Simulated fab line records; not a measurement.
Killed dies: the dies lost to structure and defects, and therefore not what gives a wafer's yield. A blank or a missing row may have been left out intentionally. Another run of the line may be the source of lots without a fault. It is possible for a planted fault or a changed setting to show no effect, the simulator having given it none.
Which of the tools did it? || flow sky130 || 7 lots with 21 wafers sampled at 3 steps, on a route of 708 steps

## WHAT THE GAUGES READ, wafer by wafer
SKY_VT_ADJUST_NCORE_CD_MEAS_07 targets a cd of 380 nm.
{"lot": "L683", "measured": "day 9 11:18", "on": "cd-sem-02", "cd-nm (nm)": "377.3 377.7 378.0"}
{"lot": "L691", "measured": "day 11 13:58", "on": "cd-sem-01", "cd-nm (nm)": "376.7 377.9 379.1"}
{"lot": "L694", "measured": "day 12 11:02", "on": "cd-sem-01", "cd-nm (nm)": "383.4 382.5 382.0"}
{"lot": "L696", "measured": "day 13 14:02", "on": "cd-sem-01", "cd-nm (nm)": "382.3 379.0 378.6"}
{"lot": "L698", "measured": "day 13 17:37", "on": "cd-sem-01", "cd-nm (nm)": "378.8 377.3 376.6"}
{"lot": "L702", "measured": "day 14 13:03", "on": "cd-sem-01", "cd-nm (nm)": "380.1 382.4 382.6"}
{"lot": "L703", "measured": "day 14 21:55", "on": "cd-sem-01", "cd-nm (nm)": "382.6 380.0 380.8"}

## WHICH TOOL RAN EACH LOT (tool, then ch and the chambers of the sampled wafers, then the start)
{"lot": "L683", "SKY_FIELD_ISO_STRIP_16": "plasma-asher-04 ch 0,1, day 2 17:12", "SKY_DNWELL_STRIP_08": "plasma-asher-01 ch 0,1, day 3 22:41"}
{"lot": "L691", "SKY_FIELD_ISO_STRIP_16": "plasma-asher-03 ch 0,1, day 4 09:44", "SKY_DNWELL_STRIP_08": "plasma-asher-03 ch 0,1, day 5 10:51"}
{"lot": "L694", "SKY_FIELD_ISO_STRIP_16": "plasma-asher-03 ch 0,1, day 5 02:17", "SKY_DNWELL_STRIP_08": "plasma-asher-01 ch 0,1, day 6 03:37"}
{"lot": "L696", "SKY_FIELD_ISO_STRIP_16": "plasma-asher-03 ch 0,1, day 5 11:34", "SKY_DNWELL_STRIP_08": "plasma-asher-04 ch 0,1, day 6 23:43"}
{"lot": "L698", "SKY_FIELD_ISO_STRIP_16": "plasma-asher-03 ch 0,1, day 5 22:37", "SKY_DNWELL_STRIP_08": "plasma-asher-01 ch 0,1, day 7 02:51"}
{"lot": "L702", "SKY_FIELD_ISO_STRIP_16": "plasma-asher-02 ch 0, day 6 16:53", "SKY_DNWELL_STRIP_08": "plasma-asher-04 ch 0, day 7 18:58"}
{"lot": "L703", "SKY_FIELD_ISO_STRIP_16": "plasma-asher-02 ch 0,1, day 7 00:32", "SKY_DNWELL_STRIP_08": "plasma-asher-04 ch 0,1, day 8 02:40"}
- SKY_FIELD_ISO_STRIP_16: strips in O2/N2.
- SKY_DNWELL_STRIP_08: strips in O2/N2.

## THE ANSWER, worked out from the rows above alone
Rule: usual is defined by the lots themselves. Put in order of their means at a reading, lots are off if they are a third of the lots or fewer, leave a main group of 4 or more, and stand apart from it by a gap of 3 or more times the standard deviation of the main group's means; of several such gaps the widest counts. Not used: any main group whose means are identical at the precision the tables above print for the reading. Also off: a lot with no number at a reading for which 4 or more lots have one. Where the step has rows for the other lots, those lots are counted as sound.
No lot is off at any reading shown: from this, nothing can be told.

## WHAT WAS PUT IN BY THE SIMULATOR
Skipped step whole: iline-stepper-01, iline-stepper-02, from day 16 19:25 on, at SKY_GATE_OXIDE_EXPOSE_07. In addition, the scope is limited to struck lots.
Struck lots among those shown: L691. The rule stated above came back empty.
